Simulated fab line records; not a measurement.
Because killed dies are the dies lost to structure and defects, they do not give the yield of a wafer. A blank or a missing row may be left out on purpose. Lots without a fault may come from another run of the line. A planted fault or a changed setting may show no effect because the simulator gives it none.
A lot that was struck, set against a sound lot / flow sky130 / 15 steps out of a route of 708
Sound: these wafers, L369.2, L369.3, L369.5. Wafers L389.3, L389.4, L389.6 were the ones struck. The cause is given at the end.
Per side, at each step with rows, come the tool, then ch with its chambers, and then its first start. Under that, the readings that differ: sound wafers / struck wafers / difference of the means / sigmas: that difference in standard deviations of wafers without a fault.
alike: words and numbers the same on both sides, and readings whose means are apart by under 2 such deviations; not compared: readings that were withheld, readings missing a value for some wafer, numbers with overlapping values and no deviation given by the record, and bounds like >300 which may hide the same value.
A row with sigmas, a row that says differs or no value, or rows on one side alone: a step with any of these is where the two part. Numbers that have no deviation but don't overlap get no sigmas and don't part them. Lack of a reading on every wafer of one side parts them only where that side has two or more wafers.

SKY_METAL1_SPUTTER_02: material AlCu, target thk 250 nm, time 13.3 s.
  struck on pvd-sputter-04, day 38 22:06; sound on pvd-sputter-01, day 32 11:20
  alike: throttle-valve-pct
SKY_METAL1_SPUTTER_03: material Ti, target thk 5 nm, time 3.3 s.
  struck on pvd-sputter-04, day 38 22:07; sound on pvd-sputter-01, day 32 11:21
  alike: throttle-valve-pct
SKY_METAL1_SPUTTER_04: material TiN, target thk 70 nm, time 58.3 s.
  struck on pvd-sputter-04, day 38 22:08; sound on pvd-sputter-01, day 32 11:22
  alike: throttle-valve-pct
SKY_METAL1_RS_MEAS_05: uses a four-point probe to measure.
  struck on film-metro-03, day 38 22:14; sound on film-metro-03, day 32 11:26
  alike: METAL1_ALCU_RS
SKY_METAL1_THK_MEAS_06: measures by xrf.
  struck on film-metro-03, day 38 22:20; sound on film-metro-03, day 32 11:33
  alike: METAL1_ALCU_THK
then, 7 steps without rows for these wafers: SKY_METAL1_DEHYDRATE_07 (time 60 s); SKY_METAL1_HMDS_08 (prime time 60 s); SKY_METAL1_COAT_09 (resist thk 60 nm); SKY_METAL1_COAT_10 (resist thk 450 nm); SKY_METAL1_SOFTBAKE_11 (time 90 s); SKY_METAL1_EXPOSE_12 (exposes mask MM1, target cd 140 nm); SKY_METAL1_PEB_13.
SKY_METAL1_DEVELOP_14: develop time 60 s.
  sound on litho-track-01 ch 0, day 33 14:00; struck on litho-track-03 ch 0, day 39 22:00
reading=developer-temp-C (C); sound=20.87 21.01 21.00; struck=21.56 21.54 21.75; difference=+0.66; sigmas=+7
  alike: resist-line-temp-C
SKY_METAL1_CD_MEAS_15 targets a cd of 140 nm.
  struck on cd-sem-01, day 39 22:25; sound on cd-sem-02, day 33 15:06
  alike: cd-nm
following that, these wafers have no rows for 1 step: SKY_PAD_OPEN_PROBE_99.

WHERE THEY PART
Only at SKY_METAL1_DEVELOP_14, as far as this record shows. Later steps at which nothing parts them and some readings are alike: SKY_METAL1_CD_MEAS_15.

WHY: what the simulator had put in
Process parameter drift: litho-track-03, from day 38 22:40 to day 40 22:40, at SKY_METAL1_DEVELOP_14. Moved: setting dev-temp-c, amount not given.
